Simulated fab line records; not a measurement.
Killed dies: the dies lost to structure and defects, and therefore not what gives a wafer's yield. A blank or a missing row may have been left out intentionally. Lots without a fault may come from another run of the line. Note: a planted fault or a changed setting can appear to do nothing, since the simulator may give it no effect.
2 desks, one fault :: flow gf180mcu :: what lay behind the numbers comes last; until then each desk has only its own

## AT THE TOOL OWNER'S DESK: krf-scanner-01
The tool's own readings at GF_V5_EXPOSE_11 (exposes mask Via5, target cd 260 nm): means of the sampled wafers that have a number, for each lot that ran on this tool. If a lot's mean is further than 4 standard deviations from the usual mean, the lot is out of limits and carries the mark OUT (the distance appears in the brackets).
Columns: A = exposure-dose-mJ-cm2 at GF_V5_EXPOSE_11, usual 37.96; B = focus-offset-nm at GF_V5_EXPOSE_11, usual -0.1 nm
lot: L364
first seen here: day 27 08:24
A: 37.98
B: -0.2

lot: L365
first seen here: day 27 17:20
A: 38.05
B: 0.3

lot: L368
first seen here: day 28 21:57
A: 37.95
B: -0.4

lot: L373
first seen here: day 30 05:08
A: 38.02
B: -0.3

lot: L374
first seen here: day 30 14:06
A: 37.95
B: -0.2

lot: L375
first seen here: day 30 16:02
A: 34.49 (-76) OUT
B: -0.0

lot: L379
first seen here: day 31 19:59
A: 35.16 (-61) OUT
B: -0.9
This desk finds L375, L379 out of limits, L375 being first, at day 30 16:02 (exposure-dose-mJ-cm2 at GF_V5_EXPOSE_11). L364, L365, L368, L373, L374 stayed within limits.

## THE METROLOGY DESK
What the gauges read for every lot (on any tool): the sampled wafers with a number, averaged. If a lot's mean is further than 4 standard deviations from the usual mean, the lot is out of limits and carries the mark OUT (the distance appears in the brackets).
Columns: A = cd-nm at GF_V5_CD_MEAS_14, usual 259.7 nm; B = V5_OVL at GF_V5_OVL_MEAS_15, usual -3 nm
lot: L363
first seen here: day 27 17:41
A: 257.9
B: 1

lot: L364
first seen here: day 27 18:20
A: 258.6
B: -11

lot: L365
first seen here: day 28 02:52
A: 260.4
B: -0

lot: L366
first seen here: day 28 11:48
A: 261.9
B: -6

lot: L368
first seen here: day 29 07:37
A: 259.3
B: -7

lot: L373
first seen here: day 30 13:37
A: 260.2
B: -2

lot: L374
first seen here: day 30 22:47
A: 261.6
B: -5

lot: L375
first seen here: day 31 01:04
A: 246.6 (-11) OUT
B: -2

lot: L376
first seen here: day 31 09:51
A: 259.6
B: -2

lot: L378
first seen here: day 32 00:59
A: 260.6
B: -5

lot: L379
first seen here: day 32 04:22
A: 249.2 (-8.7) OUT
B: -7

lot: L385
first seen here: day 33 16:35
A: 258.1
B: 3
This desk finds L375, L379 out of limits, L375 being first, at day 31 01:04 (cd-nm at GF_V5_CD_MEAS_14). L363, L364, L365, L366, L368, L373, L374, L376, L378, L385 stayed within limits.

## ALL TOGETHER
An alarm could have come from the tool owner's desk at day 30 16:02, on L375, L379.
At day 31 01:04 the metrology desk could have sounded an alarm, on L375, L379.
On krf-scanner-01, each named lot ran GF_V5_EXPOSE_11.

## WHAT THE SIMULATOR PUT IN
Process parameters drifting: krf-scanner-01 at GF_V5_EXPOSE_11, beginning at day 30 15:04. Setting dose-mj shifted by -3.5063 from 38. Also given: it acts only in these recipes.
Struck lots among those shown: L375, L379.
Hours from the fault's start to each desk's first reading out of limits: the tool owner's desk, 1; the metrology desk, 10.
